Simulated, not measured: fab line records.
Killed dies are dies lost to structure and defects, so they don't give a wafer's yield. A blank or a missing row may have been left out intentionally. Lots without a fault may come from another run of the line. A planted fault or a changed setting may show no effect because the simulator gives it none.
Which of the tools did it? / flow sky130 / 12 lots with 35 wafers sampled at 5 steps, on a route of 708 steps

== WHAT THE GAUGES READ, wafer by wafer ==
SKY_VIA1_OVL_MEAS_13.
lot=L352; measured=day 33 19:21; on=overlay-01; VIA1_OVL (nm)=-5 5 -5
lot=L356; measured=day 35 12:56; on=overlay-01; VIA1_OVL (nm)=5 9 -1
lot=L357; measured=day 35 23:34; on=overlay-02; VIA1_OVL (nm)=-2 -2 -7
lot=L358; measured=day 36 01:20; on=overlay-02; VIA1_OVL (nm)=3 13 -5
lot=L359; measured=day 36 05:34; on=overlay-01; VIA1_OVL (nm)=4 9 2
lot=L360; measured=day 36 17:50; on=overlay-02; VIA1_OVL (nm)=9 -1 10
lot=L361; measured=day 36 21:05; on=overlay-02; VIA1_OVL (nm)=2 -10 4
lot=L363; measured=day 37 20:24; on=overlay-02; VIA1_OVL (nm)=7 1 0
lot=L368; measured=day 38 21:04; on=overlay-01; VIA1_OVL (nm)=2 -3 -1
lot=L372; measured=day 40 08:32; on=overlay-01; VIA1_OVL (nm)=9 -2
lot=L373; measured=day 40 10:26; on=overlay-02; VIA1_OVL (nm)=-3 7 -5
lot=L375; measured=day 41 03:16; on=overlay-01; VIA1_OVL (nm)=7 -9 8

SKY_METAL2_CD_MEAS_15 targets a cd of 140 nm.
lot=L352; measured=day 34 23:06; on=cd-sem-02; cd-nm (nm)=140.1 139.0 139.6
lot=L356; measured=day 36 16:44; on=cd-sem-01; cd-nm (nm)=140.0 138.2 138.8
lot=L357; measured=day 37 02:25; on=cd-sem-02; cd-nm (nm)=140.0 139.3 139.2
lot=L358; measured=day 37 05:06; on=cd-sem-02; cd-nm (nm)=140.4 140.2 141.1
lot=L359; measured=day 37 09:04; on=cd-sem-01; cd-nm (nm)=138.3 138.2 140.4
lot=L360; measured=day 37 21:34; on=cd-sem-01; cd-nm (nm)=138.8 138.2 139.2
lot=L361; measured=day 38 00:30; on=cd-sem-02; cd-nm (nm)=141.2 140.7 141.1
lot=L363; measured=day 38 23:25; on=cd-sem-02; cd-nm (nm)=139.0 139.1 140.7
lot=L368; measured=day 39 23:39; on=cd-sem-02; cd-nm (nm)=142.7 97.0 96.4
lot=L372; measured=day 41 10:13; on=cd-sem-01; cd-nm (nm)=96.9 98.8
lot=L373; measured=day 41 12:43; on=cd-sem-02; cd-nm (nm)=141.8 141.5 142.3
lot=L375; measured=day 42 04:34; on=cd-sem-02; cd-nm (nm)=139.3 138.3 138.8

== TOOL THAT RAN EACH LOT (tool first, then ch and the chambers of the sampled wafers, then the start) ==
lot=L352; SKY_LDD_N_STRIP_16=plasma-asher-01 ch 0,1, day 17 13:58; SKY_METAL1_SPUTTER_02=pvd-sputter-03, day 31 12:30; SKY_METAL2_EXPOSE_12=krf-scanner-01 ch 0, day 34 10:18
lot=L356; SKY_LDD_N_STRIP_16=plasma-asher-03 ch 0,1, day 19 13:57; SKY_METAL1_SPUTTER_02=pvd-sputter-04, day 33 07:07; SKY_METAL2_EXPOSE_12=krf-scanner-02 ch 0, day 36 03:42
lot=L357; SKY_LDD_N_STRIP_16=plasma-asher-01 ch 0,1, day 19 23:53; SKY_METAL1_SPUTTER_02=pvd-sputter-04, day 33 16:13; SKY_METAL2_EXPOSE_12=krf-scanner-02 ch 0, day 36 14:07
lot=L358; SKY_LDD_N_STRIP_16=plasma-asher-01 ch 0,1, day 20 05:30; SKY_METAL1_SPUTTER_02=pvd-sputter-03, day 33 18:54; SKY_METAL2_EXPOSE_12=krf-scanner-01 ch 0, day 36 16:19
lot=L359; SKY_LDD_N_STRIP_16=plasma-asher-04 ch 0,1, day 20 11:29; SKY_METAL1_SPUTTER_02=pvd-sputter-02, day 34 00:43; SKY_METAL2_EXPOSE_12=krf-scanner-01 ch 0, day 36 20:19
lot=L360; SKY_LDD_N_STRIP_16=plasma-asher-03 ch 0,1, day 20 22:57; SKY_METAL1_SPUTTER_02=pvd-sputter-02, day 34 11:41; SKY_METAL2_EXPOSE_12=krf-scanner-01 ch 0, day 37 08:44
lot=L361; SKY_LDD_N_STRIP_16=plasma-asher-03 ch 0,1, day 21 07:00; SKY_METAL1_SPUTTER_02=pvd-sputter-02, day 34 15:46; SKY_METAL2_EXPOSE_12=krf-scanner-01 ch 0, day 37 12:03
lot=L363; SKY_LDD_N_STRIP_16=plasma-asher-01 ch 1, day 22 03:53; SKY_METAL1_SPUTTER_02=pvd-sputter-04, day 35 14:42; SKY_METAL2_EXPOSE_12=krf-scanner-02 ch 0, day 38 11:09
lot=L368; SKY_LDD_N_STRIP_16=plasma-asher-01 ch 0,1, day 23 12:02; SKY_METAL1_SPUTTER_02=pvd-sputter-03, day 36 16:28; SKY_METAL2_EXPOSE_12=krf-scanner-01 ch 0, day 39 11:21
lot=L372; SKY_LDD_N_STRIP_16=plasma-asher-04 ch 1, day 25 06:27; SKY_METAL1_SPUTTER_02=pvd-sputter-02, day 38 05:41; SKY_METAL2_EXPOSE_12=krf-scanner-01 ch 0, day 40 22:21
lot=L373; SKY_LDD_N_STRIP_16=plasma-asher-04 ch 0,1, day 25 08:35; SKY_METAL1_SPUTTER_02=pvd-sputter-02, day 38 07:30; SKY_METAL2_EXPOSE_12=krf-scanner-02 ch 0, day 41 00:50
lot=L375; SKY_LDD_N_STRIP_16=plasma-asher-04 ch 0,1, day 26 05:55; SKY_METAL1_SPUTTER_02=pvd-sputter-03, day 39 00:32; SKY_METAL2_EXPOSE_12=krf-scanner-02 ch 0, day 41 16:41
- SKY_LDD_N_STRIP_16: strips in O2/N2.
- SKY_METAL1_SPUTTER_02: material AlCu, target thk 250 nm, time 13.3 s.
- SKY_METAL2_EXPOSE_12: exposes mask MM2, target cd 140 nm.

== WHAT THE TOOLS THEMSELVES READ (means of the sampled wafers that have a number; where no wafer has one, the mark that the record gives instead) ==
SKY_LDD_N_STRIP_16.
lot=L352; tool=plasma-asher-01; drypump-motor-current-A (A)=4.9; oes-product-au (a.u.)=0.407; strip-time-to-endpoint-s (s)=4.316
lot=L356; tool=plasma-asher-03; drypump-motor-current-A (A)=5.7; oes-product-au (a.u.)=0.404; strip-time-to-endpoint-s (s)=4.312
lot=L357; tool=plasma-asher-01; drypump-motor-current-A (A)=4.9; oes-product-au (a.u.)=0.406; strip-time-to-endpoint-s (s)=4.308
lot=L358; tool=plasma-asher-01; drypump-motor-current-A (A)=4.9; oes-product-au (a.u.)=0.406; strip-time-to-endpoint-s (s)=4.315
lot=L359; tool=plasma-asher-04; drypump-motor-current-A (A)=5.8; oes-product-au (a.u.)=0.405; strip-time-to-endpoint-s (s)=4.310
lot=L360; tool=plasma-asher-03; drypump-motor-current-A (A)=5.7; oes-product-au (a.u.)=0.410; strip-time-to-endpoint-s (s)=4.324
lot=L361; tool=plasma-asher-03; drypump-motor-current-A (A)=6.0; oes-product-au (a.u.)=0.411; strip-time-to-endpoint-s (s)=4.318
lot=L363; tool=plasma-asher-01; drypump-motor-current-A (A)=4.8; oes-product-au (a.u.)=0.410; strip-time-to-endpoint-s (s)=4.329
lot=L368; tool=plasma-asher-01; drypump-motor-current-A (A)=4.9; oes-product-au (a.u.)=0.408; strip-time-to-endpoint-s (s)=4.330
lot=L372; tool=plasma-asher-04; drypump-motor-current-A (A)=6.0; oes-product-au (a.u.)=0.407; strip-time-to-endpoint-s (s)=4.344
lot=L373; tool=plasma-asher-04; drypump-motor-current-A (A)=5.9; oes-product-au (a.u.)=0.408; strip-time-to-endpoint-s (s)=4.313
lot=L375; tool=plasma-asher-04; drypump-motor-current-A (A)=5.7; oes-product-au (a.u.)=0.406; strip-time-to-endpoint-s (s)=4.306

SKY_METAL1_SPUTTER_02.
lot=L352; tool=pvd-sputter-03; throttle-valve-pct (%)=30.2
lot=L356; tool=pvd-sputter-04; throttle-valve-pct (%)=30.8
lot=L357; tool=pvd-sputter-04; throttle-valve-pct (%)=30.7
lot=L358; tool=pvd-sputter-03; throttle-valve-pct (%)=30.2
lot=L359; tool=pvd-sputter-02; throttle-valve-pct (%)=30.3
lot=L360; tool=pvd-sputter-02; throttle-valve-pct (%)=29.9
lot=L361; tool=pvd-sputter-02; throttle-valve-pct (%)=30.0
lot=L363; tool=pvd-sputter-04; throttle-valve-pct (%)=29.6
lot=L368; tool=pvd-sputter-03; throttle-valve-pct (%)=29.9
lot=L372; tool=pvd-sputter-02; throttle-valve-pct (%)=30.4
lot=L373; tool=pvd-sputter-02; throttle-valve-pct (%)=30.5
lot=L375; tool=pvd-sputter-03; throttle-valve-pct (%)=30.1

SKY_METAL2_EXPOSE_12.
lot=L352; tool=krf-scanner-01; reticle-temp-C (C)=22.99
lot=L356; tool=krf-scanner-02; reticle-temp-C (C)=22.97
lot=L357; tool=krf-scanner-02; reticle-temp-C (C)=22.88
lot=L358; tool=krf-scanner-01; reticle-temp-C (C)=22.95
lot=L359; tool=krf-scanner-01; reticle-temp-C (C)=23.02
lot=L360; tool=krf-scanner-01; reticle-temp-C (C)=23.00
lot=L361; tool=krf-scanner-01; reticle-temp-C (C)=22.99
lot=L363; tool=krf-scanner-02; reticle-temp-C (C)=22.85
lot=L368; tool=krf-scanner-01; reticle-temp-C (C)=23.14
lot=L372; tool=krf-scanner-01; reticle-temp-C (C)=23.21
lot=L373; tool=krf-scanner-02; reticle-temp-C (C)=22.94
lot=L375; tool=krf-scanner-02; reticle-temp-C (C)=22.90

== THE ANSWER, worked out from the rows above alone ==
Rule: usual is defined by the lots themselves. The widest of any qualifying gaps counts: lots, ordered by their means at a reading, are off when they make up no more than a third of the lots, leave a main group of 4 or more, and stand apart from it by 3 or more times the standard deviation of that group's means. A main group whose means are all the same, to the digits that the tables above print for the reading, isn't used. Also off: a lot with no number at a reading for which 4 or more lots have one. Where the step has rows for the other lots, those lots are counted as sound. Order of review: gauges by route order, followed by the tools' own readings, for which a lot's mean as printed above is used. The first step at which some lot is off is used, and at that step the reading that is off furthest; a lot without a number counts as furthest.
Off, at SKY_METAL2_CD_MEAS_15 on cd-nm: L368, L372. The main group: mean 139.8 nm, standard deviation 1.
If a tool, at a process step before that reading, ran all the lots that are off and no sound lot after the first of them, it fits. Those tools and the gauges at SKY_METAL2_CD_MEAS_15 are tried in the same way. One fits: krf-scanner-01 at SKY_METAL2_EXPOSE_12. Its last sound lot is L361 (day 37 12:03), its first lot that is off L368 (day 39 11:21): a fault that began between those two fits.

== WHAT HAD BEEN PUT IN BY THE SIMULATOR ==
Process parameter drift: krf-scanner-01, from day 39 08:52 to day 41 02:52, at SKY_METAL2_EXPOSE_12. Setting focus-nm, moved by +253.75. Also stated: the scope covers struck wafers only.
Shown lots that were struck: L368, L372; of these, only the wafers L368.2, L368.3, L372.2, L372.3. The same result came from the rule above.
